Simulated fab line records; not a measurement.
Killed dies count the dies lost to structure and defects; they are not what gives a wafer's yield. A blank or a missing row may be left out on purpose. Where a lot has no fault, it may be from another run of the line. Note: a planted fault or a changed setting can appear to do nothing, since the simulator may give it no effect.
Check of tool commonality || flow sky130 || Sample size 9 lots and 27 wafers

== REASON FOR OPENING ==
At SKY_VIA3_RS_MEAS_22 the reading VIA3_W_RS is flagged on 2 of 9 lots. Fault-free wafers read 0.294 ohm/sq, with a standard deviation of 0.0045.
Rule: a lot is flagged when every wafer of it that has a number lies more than 4 standard deviations from that mean, or none has a number. All remaining lots are regarded as sound.

{"lot": "L716", "measured": "day 40 12:55", "on": "film_metro-03", "VIA3_W_RS (ohm/sq), wafer by wafer": "0.292 0.296 0.292", "flag": ""}
{"lot": "L718", "measured": "day 41 10:11", "on": "film_metro-04", "VIA3_W_RS (ohm/sq), wafer by wafer": "0.295 0.301 0.295", "flag": ""}
{"lot": "L723", "measured": "day 43 09:27", "on": "film_metro-04", "VIA3_W_RS (ohm/sq), wafer by wafer": "0.298 0.303 0.304", "flag": ""}
{"lot": "L724", "measured": "day 43 14:13", "on": "film_metro-02", "VIA3_W_RS (ohm/sq), wafer by wafer": "0.227 0.225 0.226", "flag": "FLAGGED"}
{"lot": "L726", "measured": "day 43 20:19", "on": "film_metro-03", "VIA3_W_RS (ohm/sq), wafer by wafer": "0.225 0.223 0.221", "flag": "FLAGGED"}
{"lot": "L729", "measured": "day 44 07:08", "on": "film_metro-02", "VIA3_W_RS (ohm/sq), wafer by wafer": "0.291 0.298 0.291", "flag": ""}
{"lot": "L730", "measured": "day 44 19:48", "on": "film_metro-04", "VIA3_W_RS (ohm/sq), wafer by wafer": "0.284 0.290 0.288", "flag": ""}
{"lot": "L732", "measured": "day 45 03:25", "on": "film_metro-03", "VIA3_W_RS (ohm/sq), wafer by wafer": "0.288 0.289 0.290", "flag": ""}
{"lot": "L736", "measured": "day 46 03:48", "on": "film_metro-04", "VIA3_W_RS (ohm/sq), wafer by wafer": "0.291 0.292 0.289", "flag": ""}
The mean of the flagged lots' numbers is 0.225 ohm/sq, -0.069 ohm/sq from the usual (-15 standard deviations).

== LOT BY LOT: THE TOOL USED ==
3 process steps preceding the reading are held in the record, out of 708 steps in the route. In each cell: the tool, then ch and the chambers that the sampled wafers went through, then the start.
{"lot": "L716", "flag": "", "SKY_METAL3_ETCH_16": "rie_metal-03 ch 0,1, day 39 09:16", "SKY_METAL3_ETCH_17": "rie_diel-01 ch 0,2,3, day 39 09:22", "SKY_VIA3_CVD_21": "cvd_w-01 ch 0,1, day 40 12:48"}
{"lot": "L718", "flag": "", "SKY_METAL3_ETCH_16": "rie_metal-04 ch 0, day 40 08:27", "SKY_METAL3_ETCH_17": "rie_diel-04 ch 0,1,3, day 40 08:33", "SKY_VIA3_CVD_21": "cvd_w-01 ch 0,1, day 41 10:02"}
{"lot": "L723", "flag": "", "SKY_METAL3_ETCH_16": "rie_metal-03 ch 0,1, day 42 06:37", "SKY_METAL3_ETCH_17": "rie_diel-04 ch 1,2,3, day 42 06:43", "SKY_VIA3_CVD_21": "cvd_w-01 ch 0,1, day 43 09:20"}
{"lot": "L724", "flag": "FLAGGED", "SKY_METAL3_ETCH_16": "rie_metal-02 ch 0, day 42 12:20", "SKY_METAL3_ETCH_17": "rie_diel-01 ch 0,1, day 42 12:26", "SKY_VIA3_CVD_21": "cvd_w-01 ch 0,1, day 43 14:06"}
{"lot": "L726", "flag": "FLAGGED", "SKY_METAL3_ETCH_16": "rie_metal-03 ch 0,1, day 42 17:55", "SKY_METAL3_ETCH_17": "rie_diel-04 ch 0,2, day 42 17:59", "SKY_VIA3_CVD_21": "cvd_w-01 ch 0,1, day 43 20:11"}
{"lot": "L729", "flag": "", "SKY_METAL3_ETCH_16": "rie_metal-04 ch 0,1, day 43 07:32", "SKY_METAL3_ETCH_17": "rie_diel-01 ch 0,3, day 43 07:38", "SKY_VIA3_CVD_21": "cvd_w-02 ch 0,1, day 44 07:01"}
{"lot": "L730", "flag": "", "SKY_METAL3_ETCH_16": "rie_metal-03 ch 0,1, day 43 16:17", "SKY_METAL3_ETCH_17": "rie_diel-04 ch 0,2,3, day 43 16:23", "SKY_VIA3_CVD_21": "cvd_w-02 ch 0,1, day 44 19:41"}
{"lot": "L732", "flag": "", "SKY_METAL3_ETCH_16": "rie_metal-03 ch 0,1, day 44 02:50", "SKY_METAL3_ETCH_17": "rie_diel-04 ch 2,3, day 44 02:56", "SKY_VIA3_CVD_21": "cvd_w-02 ch 0,1, day 45 03:18"}
{"lot": "L736", "flag": "", "SKY_METAL3_ETCH_16": "rie_metal-04 ch 0, day 45 03:23", "SKY_METAL3_ETCH_17": "rie_diel-02 ch 0,2, day 45 03:29", "SKY_VIA3_CVD_21": "cvd_w-02 ch 0,1, day 46 03:40"}
What is done by these steps:
- SKY_METAL3_ETCH_16: etches BARC in N2/H2, stops on SiO2, time 88.2 s, target depth 60 nm.
- SKY_METAL3_ETCH_17: etches SiO2 in C4F8/O2/Ar, stops on TiN, time 3.9 s, target depth 15 nm.
- SKY_VIA3_CVD_21: deposits W, target thk 390 nm, time 117.31 s.
- SKY_VIA3_RS_MEAS_22: measures by four-point-probe.

== FLAGGED OVER TOTAL, TOOL BY TOOL (the gauges that took the reading come last) ==
{"step": "SKY_METAL3_ETCH_16", "tool": "rie_metal-02", "lots run": 1, "flagged": 1, "share of the flagged lots": "some", "sound lots run after its first flagged lot": 0}
{"step": "SKY_METAL3_ETCH_16", "tool": "rie_metal-03", "lots run": 5, "flagged": 1, "share of the flagged lots": "some", "sound lots run after its first flagged lot": "2 (L730,L732)"}
{"step": "SKY_METAL3_ETCH_16", "tool": "rie_metal-04", "lots run": 3, "flagged": 0, "share of the flagged lots": "none", "sound lots run after its first flagged lot": "-"}
{"step": "SKY_METAL3_ETCH_17", "tool": "rie_diel-01", "lots run": 3, "flagged": 1, "share of the flagged lots": "some", "sound lots run after its first flagged lot": "1 (L729)"}
{"step": "SKY_METAL3_ETCH_17", "tool": "rie_diel-02", "lots run": 1, "flagged": 0, "share of the flagged lots": "none", "sound lots run after its first flagged lot": "-"}
{"step": "SKY_METAL3_ETCH_17", "tool": "rie_diel-04", "lots run": 5, "flagged": 1, "share of the flagged lots": "some", "sound lots run after its first flagged lot": "2 (L730,L732)"}
{"step": "SKY_VIA3_CVD_21", "tool": "cvd_w-01", "lots run": 5, "flagged": 2, "share of the flagged lots": "all", "sound lots run after its first flagged lot": 0}
{"step": "SKY_VIA3_CVD_21", "tool": "cvd_w-02", "lots run": 4, "flagged": 0, "share of the flagged lots": "none", "sound lots run after its first flagged lot": "-"}
{"step": "SKY_VIA3_RS_MEAS_22", "tool": "film_metro-02", "lots run": 2, "flagged": 1, "share of the flagged lots": "some", "sound lots run after its first flagged lot": "1 (L729)"}
{"step": "SKY_VIA3_RS_MEAS_22", "tool": "film_metro-03", "lots run": 3, "flagged": 1, "share of the flagged lots": "some", "sound lots run after its first flagged lot": "1 (L732)"}
{"step": "SKY_VIA3_RS_MEAS_22", "tool": "film_metro-04", "lots run": 4, "flagged": 0, "share of the flagged lots": "none", "sound lots run after its first flagged lot": "-"}

== WHAT THE TABLE ALLOWS ==
1 row of the table ran every flagged lot: cvd_w-01 at SKY_VIA3_CVD_21.
- cvd_w-01 at SKY_VIA3_CVD_21: 2 of its 5 lots flagged. Its last sound lot is L723 (day 43 09:20), its first flagged lot L724 (day 43 14:06): a fault that began between those two fits.
One tool is left: cvd_w-01 at SKY_VIA3_CVD_21.

== WHAT THE SIMULATOR PUT IN ==
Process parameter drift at SKY_VIA3_CVD_21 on cvd_w-01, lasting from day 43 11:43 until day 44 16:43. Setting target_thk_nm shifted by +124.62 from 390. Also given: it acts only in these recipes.
Lots struck among those shown: L724, L726. This agrees with what the rule above found.
